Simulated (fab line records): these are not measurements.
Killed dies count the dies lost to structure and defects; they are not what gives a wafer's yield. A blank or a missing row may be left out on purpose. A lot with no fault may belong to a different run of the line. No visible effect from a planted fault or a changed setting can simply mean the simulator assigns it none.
Which tool did it? :: flow sky130 :: 42 wafers from 14 lots sampled at 4 of the route's 708 steps

== WHAT EACH GAUGE READ, for each wafer ==
SKY_VT_ADJUST_NCORE_CD_MEAS_07: target cd 380 nm.
lot: L130
measured: day 8 16:52
on: cdSem-01
cdNm (nm): 379 377 380

lot: L131
measured: day 9 00:43
on: cdSem-01
cdNm (nm): 382 381 383

lot: L132
measured: day 9 04:01
on: cdSem-01
cdNm (nm): 379 380 378

lot: L133
measured: day 9 08:47
on: cdSem-01
cdNm (nm): 376 380 379

lot: L140
measured: day 11 14:58
on: cdSem-02
cdNm (nm): 383 380 382

lot: L142
measured: day 12 03:40
on: cdSem-01
cdNm (nm): 379 380 380

lot: L146
measured: day 13 06:30
on: cdSem-01
cdNm (nm): 378 378 377

lot: L147
measured: day 13 14:56
on: cdSem-02
cdNm (nm): 376 373 375

lot: L148
measured: day 13 23:11
on: cdSem-01
cdNm (nm): 377 380 381

lot: L149
measured: day 14 03:08
on: cdSem-02
cdNm (nm): 376 374 375

lot: L150
measured: day 14 11:43
on: cdSem-01
cdNm (nm): 380 379 380

lot: L151
measured: day 14 18:11
on: cdSem-01
cdNm (nm): 379 380 381

lot: L152
measured: day 15 00:34
on: cdSem-01
cdNm (nm): 378 377 379

lot: L153
measured: day 15 04:53
on: cdSem-01
cdNm (nm): 383 386 381

SKY_SONOS_ONO_THK_MEAS_01.
lot: L130
measured: day 11 18:37
on: filmMetro-04
SONOS_ONO_OXIDATION_THK (nm): 2.60 2.57 2.55

lot: L131
measured: day 11 23:40
on: filmMetro-01
SONOS_ONO_OXIDATION_THK (nm): 2.58 2.63 2.57

lot: L132
measured: day 12 04:46
on: filmMetro-01
SONOS_ONO_OXIDATION_THK (nm): 2.62 2.59 2.56

lot: L133
measured: day 12 10:26
on: filmMetro-01
SONOS_ONO_OXIDATION_THK (nm): 2.55 2.54 2.48

lot: L140
measured: day 14 20:30
on: filmMetro-01
SONOS_ONO_OXIDATION_THK (nm): 2.48 2.58 2.50

lot: L142
measured: day 15 12:38
on: filmMetro-01
SONOS_ONO_OXIDATION_THK (nm): 2.63 2.65 2.54

lot: L146
measured: day 16 18:40
on: filmMetro-04
SONOS_ONO_OXIDATION_THK (nm): 2.54 2.45 2.53

lot: L147
measured: day 17 04:57
on: filmMetro-02
SONOS_ONO_OXIDATION_THK (nm): 2.48 2.52 2.48

lot: L148
measured: day 17 14:53
on: filmMetro-01
SONOS_ONO_OXIDATION_THK (nm): 2.57 2.59 2.59

lot: L149
measured: day 17 20:10
on: filmMetro-02
SONOS_ONO_OXIDATION_THK (nm): 2.53 2.55 2.56

lot: L150
measured: day 18 06:04
on: filmMetro-01
SONOS_ONO_OXIDATION_THK (nm): 2.51 2.47 2.55

lot: L151
measured: day 18 12:15
on: filmMetro-04
SONOS_ONO_OXIDATION_THK (nm): 2.66 2.59 2.55

lot: L152
measured: day 18 20:07
on: filmMetro-04
SONOS_ONO_OXIDATION_THK (nm): 2.60 2.63 2.67

lot: L153
measured: day 18 23:07
on: filmMetro-04
SONOS_ONO_OXIDATION_THK (nm): 2.46 2.45 2.51

== TOOL THAT RAN EACH LOT (tool first, then ch and the chambers of the sampled wafers, then the start) ==
lot: L130
SKY_VT_ADJUST_PCH_STRIP_09: plasmaAsher-01 ch 0,1, day 10 14:51
SKY_SONOS_TUNNEL_SOFTBAKE_03: lithoTrack-02 ch 0, day 11 02:11

lot: L131
SKY_VT_ADJUST_PCH_STRIP_09: plasmaAsher-02 ch 0,1, day 10 22:32
SKY_SONOS_TUNNEL_SOFTBAKE_03: lithoTrack-04 ch 0, day 11 09:38

lot: L132
SKY_VT_ADJUST_PCH_STRIP_09: plasmaAsher-01 ch 0,1, day 11 02:30
SKY_SONOS_TUNNEL_SOFTBAKE_03: lithoTrack-04 ch 0, day 11 13:59

lot: L133
SKY_VT_ADJUST_PCH_STRIP_09: plasmaAsher-02 ch 0,1, day 11 06:55
SKY_SONOS_TUNNEL_SOFTBAKE_03: lithoTrack-02 ch 0, day 11 18:26

lot: L140
SKY_VT_ADJUST_PCH_STRIP_09: plasmaAsher-02 ch 0,1, day 13 16:40
SKY_SONOS_TUNNEL_SOFTBAKE_03: lithoTrack-02 ch 0, day 14 05:26

lot: L142
SKY_VT_ADJUST_PCH_STRIP_09: plasmaAsher-02 ch 0,1, day 14 06:06
SKY_SONOS_TUNNEL_SOFTBAKE_03: lithoTrack-02 ch 0, day 14 19:17

lot: L146
SKY_VT_ADJUST_PCH_STRIP_09: plasmaAsher-02 ch 1, day 15 12:31
SKY_SONOS_TUNNEL_SOFTBAKE_03: lithoTrack-01 ch 0, day 16 02:02

lot: L147
SKY_VT_ADJUST_PCH_STRIP_09: plasmaAsher-01 ch 0,1, day 15 21:29
SKY_SONOS_TUNNEL_SOFTBAKE_03: lithoTrack-04 ch 0, day 16 11:48

lot: L148
SKY_VT_ADJUST_PCH_STRIP_09: plasmaAsher-04 ch 0,1, day 16 06:07
SKY_SONOS_TUNNEL_SOFTBAKE_03: lithoTrack-01 ch 0, day 16 20:01

lot: L149
SKY_VT_ADJUST_PCH_STRIP_09: plasmaAsher-02 ch 0, day 16 10:30
SKY_SONOS_TUNNEL_SOFTBAKE_03: lithoTrack-04 ch 0, day 17 01:09

lot: L150
SKY_VT_ADJUST_PCH_STRIP_09: plasmaAsher-01 ch 0,1, day 16 19:43
SKY_SONOS_TUNNEL_SOFTBAKE_03: lithoTrack-04 ch 0, day 17 10:44

lot: L151
SKY_VT_ADJUST_PCH_STRIP_09: plasmaAsher-01 ch 0,1, day 17 02:58
SKY_SONOS_TUNNEL_SOFTBAKE_03: lithoTrack-04 ch 0, day 17 17:47

lot: L152
SKY_VT_ADJUST_PCH_STRIP_09: plasmaAsher-01 ch 0,1, day 17 10:30
SKY_SONOS_TUNNEL_SOFTBAKE_03: lithoTrack-01 ch 0, day 18 01:55

lot: L153
SKY_VT_ADJUST_PCH_STRIP_09: plasmaAsher-04 ch 0,1, day 17 14:46
SKY_SONOS_TUNNEL_SOFTBAKE_03: lithoTrack-02 ch 0, day 18 05:43
- SKY_VT_ADJUST_PCH_STRIP_09: strips in O2/N2.
- SKY_SONOS_TUNNEL_SOFTBAKE_03: time 60 s.

== WHAT THE TOOLS THEMSELVES READ (means of the sampled wafers that have a number; where no wafer has one, the mark that the record gives instead) ==
SKY_VT_ADJUST_PCH_STRIP_09.
lot: L130
tool: plasmaAsher-01
drypumpMotorCurrentA (A): 5.4
oesProductAu (a.u.): 0.723
stripTimeToEndpointS (s): 36.92

lot: L131
tool: plasmaAsher-02
drypumpMotorCurrentA (A): 5.8
oesProductAu (a.u.): 0.720
stripTimeToEndpointS (s): 36.81

lot: L132
tool: plasmaAsher-01
drypumpMotorCurrentA (A): 5.4
oesProductAu (a.u.): 0.725
stripTimeToEndpointS (s): 36.97

lot: L133
tool: plasmaAsher-02
drypumpMotorCurrentA (A): 6.1
oesProductAu (a.u.): 0.725
stripTimeToEndpointS (s): 37.07

lot: L140
tool: plasmaAsher-02
drypumpMotorCurrentA (A): 6.2
oesProductAu (a.u.): 0.723
stripTimeToEndpointS (s): 37.17

lot: L142
tool: plasmaAsher-02
drypumpMotorCurrentA (A): 6.2
oesProductAu (a.u.): 0.717
stripTimeToEndpointS (s): 36.93

lot: L146
tool: plasmaAsher-02
drypumpMotorCurrentA (A): 5.5
oesProductAu (a.u.): 0.720
stripTimeToEndpointS (s): 37.06

lot: L147
tool: plasmaAsher-01
drypumpMotorCurrentA (A): 5.1
oesProductAu (a.u.): 0.721
stripTimeToEndpointS (s): 36.92

lot: L148
tool: plasmaAsher-04
drypumpMotorCurrentA (A): 5.3
oesProductAu (a.u.): 0.725
stripTimeToEndpointS (s): 36.95

lot: L149
tool: plasmaAsher-02
drypumpMotorCurrentA (A): 6.5
oesProductAu (a.u.): 0.722
stripTimeToEndpointS (s): 36.91

lot: L150
tool: plasmaAsher-01
drypumpMotorCurrentA (A): 5.4
oesProductAu (a.u.): 0.723
stripTimeToEndpointS (s): 36.89

lot: L151
tool: plasmaAsher-01
drypumpMotorCurrentA (A): 5.1
oesProductAu (a.u.): 0.723
stripTimeToEndpointS (s): 36.89

lot: L152
tool: plasmaAsher-01
drypumpMotorCurrentA (A): 5.1
oesProductAu (a.u.): 0.723
stripTimeToEndpointS (s): 37.04

lot: L153
tool: plasmaAsher-04
drypumpMotorCurrentA (A): 5.1
oesProductAu (a.u.): 0.718
stripTimeToEndpointS (s): 37.06

SKY_SONOS_TUNNEL_SOFTBAKE_03.
lot: L130
tool: lithoTrack-02
runLengthS (s): 89.18

lot: L131
tool: lithoTrack-04
runLengthS (s): 89.05

lot: L132
tool: lithoTrack-04
runLengthS (s): 89.15

lot: L133
tool: lithoTrack-02
runLengthS (s): 89.28

lot: L140
tool: lithoTrack-02
runLengthS (s): 91.52

lot: L142
tool: lithoTrack-02
runLengthS (s): 91.57

lot: L146
tool: lithoTrack-01
runLengthS (s): 89.20

lot: L147
tool: lithoTrack-04
runLengthS (s): 89.01

lot: L148
tool: lithoTrack-01
runLengthS (s): 89.28

lot: L149
tool: lithoTrack-04
runLengthS (s): 89.13

lot: L150
tool: lithoTrack-04
runLengthS (s): 89.14

lot: L151
tool: lithoTrack-04
runLengthS (s): 89.10

lot: L152
tool: lithoTrack-01
runLengthS (s): 89.20

lot: L153
tool: lithoTrack-02
runLengthS (s): 89.10

== THE ANSWER, worked out from the rows above alone ==
Rule: the usual values come from the lots themselves. The widest of any qualifying gaps counts: lots, ordered by their means at a reading, are off when they make up no more than a third of the lots, leave a main group of 4 or more, and stand apart from it by 3 or more times the standard deviation of that group's means. The tables above print the reading to a certain number of digits; a main group whose means all agree to those digits is not used. Also off: a lot with no number at a reading for which 4 or more lots have one. Where the step has rows for the other lots, those lots are counted as sound. Order of review: gauges by route order, followed by the tools' own readings, for which a lot's mean as printed above is used. At the first step where some lot is off, the reading lying furthest off is the one used; lots without a number count as furthest.
Off, at SKY_SONOS_TUNNEL_SOFTBAKE_03 on runLengthS: L140, L142. Mean 89.15 s and standard deviation 0.079 in the main group.
A tool fits if, at that step or a process step before it, it ran every lot that is off, and no sound lot after the first of them. None of those tried fits.

== WHAT WAS PUT IN BY THE SIMULATOR ==
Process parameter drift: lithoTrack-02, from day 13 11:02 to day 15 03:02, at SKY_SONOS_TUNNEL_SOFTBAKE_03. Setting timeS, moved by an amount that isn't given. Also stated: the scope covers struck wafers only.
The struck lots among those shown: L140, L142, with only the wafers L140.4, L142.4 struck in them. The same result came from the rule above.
